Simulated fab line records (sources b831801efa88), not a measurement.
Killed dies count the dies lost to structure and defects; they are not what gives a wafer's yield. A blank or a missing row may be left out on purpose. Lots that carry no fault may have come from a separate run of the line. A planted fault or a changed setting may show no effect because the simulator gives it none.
One fault through the eyes of 2 desks    flow sky130    numbers are kept per desk, each desk with only its own; the story behind them comes last

THE TOOL OWNER'S DESK: furnace-01
The tool's own readings at SKY_GATE_OXIDE_OXIDATION_16 (stabilise 600 s, purge 300 s, target thk 3.57 nm): means of the sampled wafers that have a number, for each lot that ran on this tool. If a lot's mean is further than 4 standard deviations from the usual mean, the lot is out of limits and carries the mark OUT (the distance appears in the brackets).
Columns: A = ox-temp-c at SKY_GATE_OXIDE_OXIDATION_16, usual 800.0 C; B = zone-power-centre-pct at SKY_GATE_OXIDE_OXIDATION_16, usual 17.3 %
lot   first seen here  A      B
L726  day 16 09:25     799.9  19.4
L729  day 17 12:56     799.7  19.6
L732  day 19 16:43     800.1  19.5
This desk's finding: nothing out of limits on any of the 3 lots.

THE METROLOGY DESK
Means of the sampled wafers that have a number, per lot and without regard to the tool the lot ran on: this is what the gauges read. If a lot's mean is further than 4 standard deviations from the usual mean, the lot is out of limits and carries the mark OUT (the distance appears in the brackets).
Columns: A = GATE_OXIDE_OVL at SKY_GATE_OXIDE_OVL_MEAS_10, usual -1.2 nm; B = GATE_OXIDE_TW at SKY_GATE_OXIDE_TW_MEAS_14, usual 225.9
lot   first seen here  A     B
L726  day 16 08:55     -0.3  224.9
L729  day 17 12:26     -3.9  225.5
L733  day 19 14:46     0.4   224.2
L732  day 19 14:50     -0.4  226.4
L739  day 21 07:39     -2.1  225.3
L742  day 22 07:14     -1.5  228.0
This desk's finding: nothing out of limits on any of the 6 lots.

ALL TOGETHER
The tool owner's desk saw nothing out of limits.
Metrology desk: nothing out of limits seen.

WHAT THE SIMULATOR PUT IN
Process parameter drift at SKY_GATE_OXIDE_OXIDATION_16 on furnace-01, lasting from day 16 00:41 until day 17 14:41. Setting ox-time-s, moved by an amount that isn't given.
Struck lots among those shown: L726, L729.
